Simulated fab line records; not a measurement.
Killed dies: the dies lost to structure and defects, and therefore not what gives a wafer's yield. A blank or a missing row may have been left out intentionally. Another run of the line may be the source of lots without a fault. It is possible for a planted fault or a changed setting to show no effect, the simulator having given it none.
Which tool is to blame? || flow gf180mcu || Sampling: 11 lots, 33 wafers, 3 of 602 route steps

## WHAT THE GAUGES READ, wafer by wafer
GF_V1_RS_MEAS_24: measures by four-point-probe.
{"lot": "L632", "measured": "day 17 20:53", "on": "filmMetro-04", "V1_W_RS (ohm/sq)": "0.326 0.332 0.326"}
{"lot": "L634", "measured": "day 18 12:49", "on": "filmMetro-02", "V1_W_RS (ohm/sq)": "0.328 0.335 0.324"}
{"lot": "L636", "measured": "day 19 17:48", "on": "filmMetro-03", "V1_W_RS (ohm/sq)": "0.324 0.335 0.329"}
{"lot": "L637", "measured": "day 20 14:16", "on": "filmMetro-03", "V1_W_RS (ohm/sq)": "0.257 0.332 0.331 0.256 0.332 0.332"}
{"lot": "L638", "measured": "day 21 04:14", "on": "filmMetro-02", "V1_W_RS (ohm/sq)": "0.324 0.251 0.323 0.325 0.251 0.323"}
{"lot": "L646", "measured": "day 23 11:27", "on": "filmMetro-02", "V1_W_RS (ohm/sq)": "0.334 0.332 0.333"}
{"lot": "L647", "measured": "day 23 23:40", "on": "filmMetro-03", "V1_W_RS (ohm/sq)": "0.329 0.328 0.329"}
{"lot": "L651", "measured": "day 25 01:55", "on": "filmMetro-03", "V1_W_RS (ohm/sq)": "0.320 0.328 0.325"}
{"lot": "L652", "measured": "day 25 10:47", "on": "filmMetro-04", "V1_W_RS (ohm/sq)": "0.328 0.332 0.334"}
{"lot": "L653", "measured": "day 25 11:46", "on": "filmMetro-04", "V1_W_RS (ohm/sq)": "0.330 0.327 0.329"}
{"lot": "L654", "measured": "day 25 20:37", "on": "filmMetro-04", "V1_W_RS (ohm/sq)": "0.332 0.329 0.327"}

## WHAT TOOL EACH LOT RAN ON (gives the tool, then ch and the chambers of the sampled wafers, and finally the start)
{"lot": "L632", "GF_CONTACT_ETCH_17": "rieDiel-04 ch 0,1,3, day 17 20:45 or earlier", "GF_V1_CVD_23": "cvdW-01 ch 0,1, day 17 20:45"}
{"lot": "L634", "GF_CONTACT_ETCH_17": "rieDiel-04 ch 1,2,3, day 18 12:41 or earlier", "GF_V1_CVD_23": "cvdW-01 ch 0,1, day 18 12:41"}
{"lot": "L636", "GF_CONTACT_ETCH_17": "rieDiel-01 ch 0,2,3, day 19 17:41 or earlier", "GF_V1_CVD_23": "cvdW-01 ch 0,1, day 19 17:41"}
{"lot": "L637", "GF_CONTACT_ETCH_17": "rieDiel-03 ch 0,1,3, day 20 14:08 or earlier", "GF_V1_CVD_23": "cvdW-01 ch 0, day 20 14:08"}
{"lot": "L638", "GF_CONTACT_ETCH_17": "rieDiel-03 ch 0,1,3, day 21 04:07 or earlier", "GF_V1_CVD_23": "cvdW-01 ch 0,1, day 21 04:07"}
{"lot": "L646", "GF_CONTACT_ETCH_17": "rieDiel-04 ch 0,1,3, day 23 11:20 or earlier", "GF_V1_CVD_23": "cvdW-01 ch 0,1, day 23 11:20"}
{"lot": "L647", "GF_CONTACT_ETCH_17": "rieDiel-01 ch 0,1,3, day 23 23:32 or earlier", "GF_V1_CVD_23": "cvdW-01 ch 0,1, day 23 23:32"}
{"lot": "L651", "GF_CONTACT_ETCH_17": "rieDiel-01 ch 0,3, day 25 01:47 or earlier", "GF_V1_CVD_23": "cvdW-01 ch 0,1, day 25 01:47"}
{"lot": "L652", "GF_CONTACT_ETCH_17": "rieDiel-03 ch 0,1,3, day 25 10:39 or earlier", "GF_V1_CVD_23": "cvdW-01 ch 0,1, day 25 10:39"}
{"lot": "L653", "GF_CONTACT_ETCH_17": "rieDiel-01 ch 0,2,3, day 25 11:40 or earlier", "GF_V1_CVD_23": "cvdW-01 ch 0,1, day 25 11:40"}
{"lot": "L654", "GF_CONTACT_ETCH_17": "rieDiel-04 ch 0,1, day 25 20:24 or earlier", "GF_V1_CVD_23": "cvdW-01 ch 1, day 25 20:24"}
- GF_CONTACT_ETCH_17: etches SiO2 in C4F8/O2/Ar, stops on CoSi2, target depth 860 nm.
- GF_V1_CVD_23: deposits W, target thk 350 nm, time 105.05 s.

## THE ANSWER, worked out from the rows above alone
Rule: the usual values come from the lots themselves. Put in order of their means at a reading, lots are off if they are a third of the lots or fewer, leave a main group of 4 or more, and stand apart from it by a gap of 3 or more times the standard deviation of the main group's means; of several such gaps the widest counts. A main group is skipped when, at the precision printed for the reading in the tables above, its means are all equal. Also off: a lot with no number at a reading for which 4 or more lots have one. Any other lot the step has rows for is counted as sound.
Off: L637, L638, at GF_V1_RS_MEAS_24 (V1_W_RS). Mean 0.329 ohm/sq and standard deviation 0.0022 in the main group.
If a tool, at a process step before that reading, ran all the lots that are off and no sound lot after the first of them, it fits. The gauges at GF_V1_RS_MEAS_24 are tried like those tools. With no start given for some of its lots, GF_CONTACT_ETCH_17 uses the hours and lot order of GF_V1_CVD_23. Not one of the candidates tried fits.

## WHAT HAD BEEN PUT IN BY THE SIMULATOR
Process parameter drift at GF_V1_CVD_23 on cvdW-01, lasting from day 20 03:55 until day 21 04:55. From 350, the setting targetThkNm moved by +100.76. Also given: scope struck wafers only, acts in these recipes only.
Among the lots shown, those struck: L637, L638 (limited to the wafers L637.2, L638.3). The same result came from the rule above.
